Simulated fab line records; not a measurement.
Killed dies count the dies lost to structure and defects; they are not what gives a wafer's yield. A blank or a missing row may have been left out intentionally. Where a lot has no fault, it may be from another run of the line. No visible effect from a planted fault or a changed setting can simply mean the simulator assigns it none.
Which tool was responsible? || flow sfq line || 10 lots, 30 wafers sampled, at 5 steps of a route of 325

== WHAT THE GAUGES READ, wafer by wafer ==
SFQ_M2_OVL_MEAS_916. Usual: M2_OVL -3 nm, standard deviation 5.3.
{"lot": "L817", "measured": "day 37 06:41", "on": "overlay-01", "M2_OVL (nm)": "2 -4 -4", "flag": ""}
{"lot": "L818", "measured": "day 38 13:53", "on": "overlay-02", "M2_OVL (nm)": "-15 -21 -17", "flag": ""}
{"lot": "L819", "measured": "day 38 22:25", "on": "overlay-01", "M2_OVL (nm)": "-1 -6 -2", "flag": ""}
{"lot": "L820", "measured": "day 39 05:37", "on": "overlay-02", "M2_OVL (nm)": "-5 -7 -2", "flag": ""}
{"lot": "L821", "measured": "day 39 14:01", "on": "overlay-01", "M2_OVL (nm)": "5 4 9", "flag": ""}
{"lot": "L825", "measured": "day 42 10:09", "on": "overlay-01", "M2_OVL (nm)": "84 87 86", "flag": "OFF"}
{"lot": "L826", "measured": "day 42 23:29", "on": "overlay-01", "M2_OVL (nm)": "-3 -2 -7", "flag": ""}
{"lot": "L827", "measured": "day 43 16:16", "on": "overlay-01", "M2_OVL (nm)": "1 1 0", "flag": ""}
{"lot": "L831", "measured": "day 44 16:04", "on": "overlay-01", "M2_OVL (nm)": "89 86 84", "flag": "OFF"}
{"lot": "L839", "measured": "day 47 10:00", "on": "overlay-02", "M2_OVL (nm)": "-8 -2 -4", "flag": ""}

SFQ_I4_BOW_MEAS_927. Usual: I4_BOW 5 um, standard deviation 10.
{"lot": "L817", "measured": "day 57 01:32", "on": "film metro-02", "I4_BOW (um)": "-14 0 -6", "flag": ""}
{"lot": "L818", "measured": "day 58 05:33", "on": "film metro-01", "I4_BOW (um)": "-8 -14 -10", "flag": ""}
{"lot": "L819", "measured": "day 58 12:56", "on": "film metro-01", "I4_BOW (um)": "15 4 -1", "flag": ""}
{"lot": "L820", "measured": "day 58 18:46", "on": "film metro-02", "I4_BOW (um)": "-7 -1 5", "flag": ""}
{"lot": "L821", "measured": "day 59 01:58", "on": "film metro-02", "I4_BOW (um)": "9 12 3", "flag": ""}
{"lot": "L825", "measured": "day 60 22:28", "on": "film metro-01", "I4_BOW (um)": "8 2 3", "flag": ""}
{"lot": "L826", "measured": "day 61 11:43", "on": "film metro-01", "I4_BOW (um)": "12 5 -3", "flag": ""}
{"lot": "L827", "measured": "day 62 03:39", "on": "film metro-02", "I4_BOW (um)": "14 16 4", "flag": ""}
{"lot": "L831", "measured": "day 63 01:37", "on": "film metro-01", "I4_BOW (um)": "21 16 24", "flag": ""}
{"lot": "L839", "measured": "day 64 06:00", "on": "film metro-01", "I4_BOW (um)": "3 4 -3", "flag": ""}

SFQ_M7_RS_MEAS_943: measurement is done with a four-point probe. Usual: M7_NB_RS 0.889 ohm/sq, standard deviation 0.011.
{"lot": "L817", "measured": "day 76 00:35", "on": "film metro-03", "M7_NB_RS (ohm/sq)": "0.892 0.887 0.890", "flag": ""}
{"lot": "L818", "measured": "day 77 11:26", "on": "film metro-02", "M7_NB_RS (ohm/sq)": "0.890 0.883 0.884", "flag": ""}
{"lot": "L819", "measured": "day 77 14:28", "on": "film metro-02", "M7_NB_RS (ohm/sq)": "0.904 0.889 0.905", "flag": ""}
{"lot": "L820", "measured": "day 77 15:47", "on": "film metro-03", "M7_NB_RS (ohm/sq)": "0.908 0.888 0.893", "flag": ""}
{"lot": "L821", "measured": "day 77 19:23", "on": "film metro-04", "M7_NB_RS (ohm/sq)": "0.907 0.898 0.895", "flag": ""}
{"lot": "L825", "measured": "day 85 21:10", "on": "film metro-04", "M7_NB_RS (ohm/sq)": "0.875 0.868 0.878", "flag": ""}
{"lot": "L826", "measured": "day 86 16:14", "on": "film metro-03", "M7_NB_RS (ohm/sq)": "0.879 0.887 0.886", "flag": ""}
{"lot": "L827", "measured": "day 88 02:00", "on": "film metro-02", "M7_NB_RS (ohm/sq)": "0.903 0.899 0.904", "flag": ""}
{"lot": "L831", "measured": "day 89 06:08", "on": "film metro-02", "M7_NB_RS (ohm/sq)": "0.890 0.896 0.885", "flag": ""}
{"lot": "L839", "measured": "day 90 14:53", "on": "film metro-03", "M7_NB_RS (ohm/sq)": "0.874 0.884 0.894", "flag": ""}

== TOOL THAT RAN EACH LOT (tool first, then ch and the chambers of the sampled wafers, then the start) ==
{"lot": "L817", "SFQ_TRILAYER_M2_LITHO_EXPOSE_058": "krf scanner-01 ch 0, day 37 05:11", "SFQ_TRILAYER_I6_VIA_STRIP_STRIP_173": "rie metal-04 ch 0,1, day 75 23:41"}
{"lot": "L818", "SFQ_TRILAYER_M2_LITHO_EXPOSE_058": "krf scanner-01 ch 0, day 38 12:23", "SFQ_TRILAYER_I6_VIA_STRIP_STRIP_173": "rie metal-04 ch 1, day 77 10:32"}
{"lot": "L819", "SFQ_TRILAYER_M2_LITHO_EXPOSE_058": "krf scanner-02 ch 0, day 38 21:07", "SFQ_TRILAYER_I6_VIA_STRIP_STRIP_173": "rie metal-04 ch 0,1, day 77 13:32"}
{"lot": "L820", "SFQ_TRILAYER_M2_LITHO_EXPOSE_058": "krf scanner-02 ch 0, day 39 04:19", "SFQ_TRILAYER_I6_VIA_STRIP_STRIP_173": "rie metal-03 ch 0, day 77 14:52"}
{"lot": "L821", "SFQ_TRILAYER_M2_LITHO_EXPOSE_058": "krf scanner-02 ch 0, day 39 12:43", "SFQ_TRILAYER_I6_VIA_STRIP_STRIP_173": "rie metal-01 ch 0,1, day 77 18:28"}
{"lot": "L825", "SFQ_TRILAYER_M2_LITHO_EXPOSE_058": "krf scanner-01 ch 0, day 42 08:39", "SFQ_TRILAYER_I6_VIA_STRIP_STRIP_173": "rie metal-01 ch 0,1, day 85 20:16"}
{"lot": "L826", "SFQ_TRILAYER_M2_LITHO_EXPOSE_058": "krf scanner-02 ch 0, day 42 22:22", "SFQ_TRILAYER_I6_VIA_STRIP_STRIP_173": "rie metal-01 ch 0,1, day 86 15:30"}
{"lot": "L827", "SFQ_TRILAYER_M2_LITHO_EXPOSE_058": "krf scanner-02 ch 0, day 43 14:46", "SFQ_TRILAYER_I6_VIA_STRIP_STRIP_173": "rie metal-03 ch 0,1, day 88 01:06"}
{"lot": "L831", "SFQ_TRILAYER_M2_LITHO_EXPOSE_058": "krf scanner-01 ch 0, day 44 14:34", "SFQ_TRILAYER_I6_VIA_STRIP_STRIP_173": "rie metal-03 ch 0,1, day 89 05:14"}
{"lot": "L839", "SFQ_TRILAYER_M2_LITHO_EXPOSE_058": "krf scanner-02 ch 0, day 47 08:30", "SFQ_TRILAYER_I6_VIA_STRIP_STRIP_173": "rie metal-01 ch 0,1, day 90 13:58"}
- SFQ_TRILAYER_M2_LITHO_EXPOSE_058: exposes mask M2, target cd 500 nm.
- SFQ_TRILAYER_I6_VIA_STRIP_STRIP_173: strips in O2.

== AS READ BY THE TOOLS THEMSELVES (means over the sampled wafers that have a number; for cases with no such wafer, the mark the record gives instead) ==
SFQ_TRILAYER_I6_VIA_STRIP_STRIP_173. Usual: drypump motor current A 5.8 A, standard deviation 0.4; oes product au 0.997 a.u., standard deviation 0.01.
{"lot": "L817", "tool": "rie metal-04", "drypump motor current A (A)": 6.3, "oes product au (a.u.)": 1.008, "flag": ""}
{"lot": "L818", "tool": "rie metal-04", "drypump motor current A (A)": 6.1, "oes product au (a.u.)": 1.012, "flag": ""}
{"lot": "L819", "tool": "rie metal-04", "drypump motor current A (A)": 6.5, "oes product au (a.u.)": 1.007, "flag": ""}
{"lot": "L820", "tool": "rie metal-03", "drypump motor current A (A)": 6.0, "oes product au (a.u.)": 0.991, "flag": ""}
{"lot": "L821", "tool": "rie metal-01", "drypump motor current A (A)": 5.6, "oes product au (a.u.)": 0.994, "flag": ""}
{"lot": "L825", "tool": "rie metal-01", "drypump motor current A (A)": 5.5, "oes product au (a.u.)": 1.003, "flag": ""}
{"lot": "L826", "tool": "rie metal-01", "drypump motor current A (A)": 5.7, "oes product au (a.u.)": 1.001, "flag": ""}
{"lot": "L827", "tool": "rie metal-03", "drypump motor current A (A)": 5.8, "oes product au (a.u.)": 0.993, "flag": ""}
{"lot": "L831", "tool": "rie metal-03", "drypump motor current A (A)": 5.5, "oes product au (a.u.)": 0.981, "flag": ""}
{"lot": "L839", "tool": "rie metal-01", "drypump motor current A (A)": 5.7, "oes product au (a.u.)": 0.998, "flag": ""}

== THE ANSWER, worked out from the rows above alone ==
Rule: take the mean of a lot's wafers that have a number; if it is more than 3 standard deviations from the usual mean, the lot is off. Also off: a lot with no number at a reading for which 4 or more lots have one. Any other lot the step has rows for is counted as sound. After the gauges, taken in route order, come the tools' own readings; for these a lot's mean is taken, as printed above. At the first step where some lot is off, the reading lying furthest off is the one used; lots without a number count as furthest.
Off: at SFQ_M2_OVL_MEAS_916 (M2_OVL), L825, L831.
A tool fits if, at a process step before that reading, it ran every lot that is off, and no sound lot after the first of them. Those tools and the gauges at SFQ_M2_OVL_MEAS_916 are tried in the same way. One fits: SFQ_TRILAYER_M2_LITHO_EXPOSE_058 on krf scanner-01. Its last sound lot is L818 (day 38 12:23), its first lot that is off L825 (day 42 08:39): a fault that began between those two fits.

== WHAT THE SIMULATOR PUT IN ==
Scanner matching overlay: krf scanner-01, from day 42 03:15 on, at SFQ_TRILAYER_M2_LITHO_EXPOSE_058. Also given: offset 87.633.
Struck lots among those shown: L825, L831. The rule given above showed the same thing.
